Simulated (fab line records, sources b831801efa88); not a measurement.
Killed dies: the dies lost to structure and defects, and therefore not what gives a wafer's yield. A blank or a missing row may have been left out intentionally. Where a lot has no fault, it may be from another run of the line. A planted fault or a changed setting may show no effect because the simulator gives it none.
Which tool was responsible? ; flow gf180mcu ; 14 lots with 42 wafers sampled at 2 steps, on a route of 602 steps

== WHAT EACH GAUGE READ, for each wafer ==
GF_HV_LDD_OVL_MEAS_47. Usual: HV_LDD_03_OVL -0.4 nm, standard deviation 1.3.
lot;measured;on;HV_LDD_03_OVL (nm);flag
L139;day 12 06:37;overlay-01;2.2 1.2 -0.9;
L140;day 12 19:40;overlay-02;0.3 -0.5 -0.7;
L141;day 13 01:59;overlay-01;0.4 0.6 0.9;
L142;day 13 12:07;overlay-01;1.2 0.5 -0.6;
L147;day 15 03:01;overlay-01;-1.0 0.1 -1.4;
L150;day 16 04:31;overlay-01;0.4 1.3 -0.3;
L152;day 16 23:33;overlay-02;0.1 -2.1 -0.2;
L153;day 17 03:15;overlay-01;1.1 -1.0 0.8;
L155;day 17 17:35;overlay-01;-2.5 -2.0 -1.8;
L156;day 18 04:08;overlay-01;-1.4 -0.9 -1.8;
L159;day 19 04:22;overlay-01;0.8 0.3 -0.6;
L160;day 19 12:52;overlay-01;0.4 -0.1 -1.9;
L161;day 19 23:31;overlay-02;-0.9 0.7 -0.4;
L162;day 20 05:52;overlay-02;-0.3 1.5 1.7;

GF_HV_LDD_THK_MEAS_57. Usual: HV_LDD_CVD_56_THK 90.3 nm, standard deviation 0.56.
lot;measured;on;HV_LDD_CVD_56_THK (nm);flag
L139;day 12 09:52;film_metro-04;91.0 90.3 90.3;
L140;day 12 22:46;film_metro-02;90.6 90.7 90.4;
L141;day 13 05:05;film_metro-02;91.0 90.6 90.6;
L142;day 13 15:13;film_metro-01;90.4 91.2 90.6;
L147;day 15 06:37;film_metro-01;89.9 90.4 90.4;
L150;day 16 07:37;film_metro-01;89.8 89.6 89.7;
L152;day 17 02:39;film_metro-04;90.4 89.6 90.9;
L153;day 17 08:25;film_metro-04;90.9 90.8 91.0;
L155;day 17 23:01;film_metro-04;90.7 91.1 90.6;
L156;day 18 07:14;film_metro-02;90.0 90.7 90.4;
L159;day 19 07:48;film_metro-01;90.4 90.0 90.0;
L160;day 19 15:58;film_metro-01;90.3 90.2 90.9;
L161;day 20 02:37;film_metro-01;89.3 90.0 89.4;
L162;day 20 10:11;film_metro-02;90.2 89.9 90.2;

== WHICH TOOL RAN EACH LOT (tool, then ch and the chambers of the sampled wafers, then the start) ==
Record: no process step prior to these readings.

== AS READ BY THE TOOLS THEMSELVES (means over the sampled wafers that have a number; for cases with no such wafer, the mark the record gives instead) ==
The record holds no such reading with a usual standard deviation.

== THE ANSWER, worked out from the rows above alone ==
Rule: a lot is off if the mean of its wafers that have a number lies more than 3 standard deviations from the usual mean. A lot without any number at a reading at which 4 lots or more have one is off too. Any other lot the step has rows for is counted as sound. Order of review: gauges by route order, followed by the tools' own readings, for which a lot's mean as printed above is used. The first step at which some lot is off is used, and at that step the reading that is off furthest; a lot without a number counts as furthest.
None of the lots is off at any reading shown; this tells nothing.

== WHAT HAD BEEN PUT IN BY THE SIMULATOR ==
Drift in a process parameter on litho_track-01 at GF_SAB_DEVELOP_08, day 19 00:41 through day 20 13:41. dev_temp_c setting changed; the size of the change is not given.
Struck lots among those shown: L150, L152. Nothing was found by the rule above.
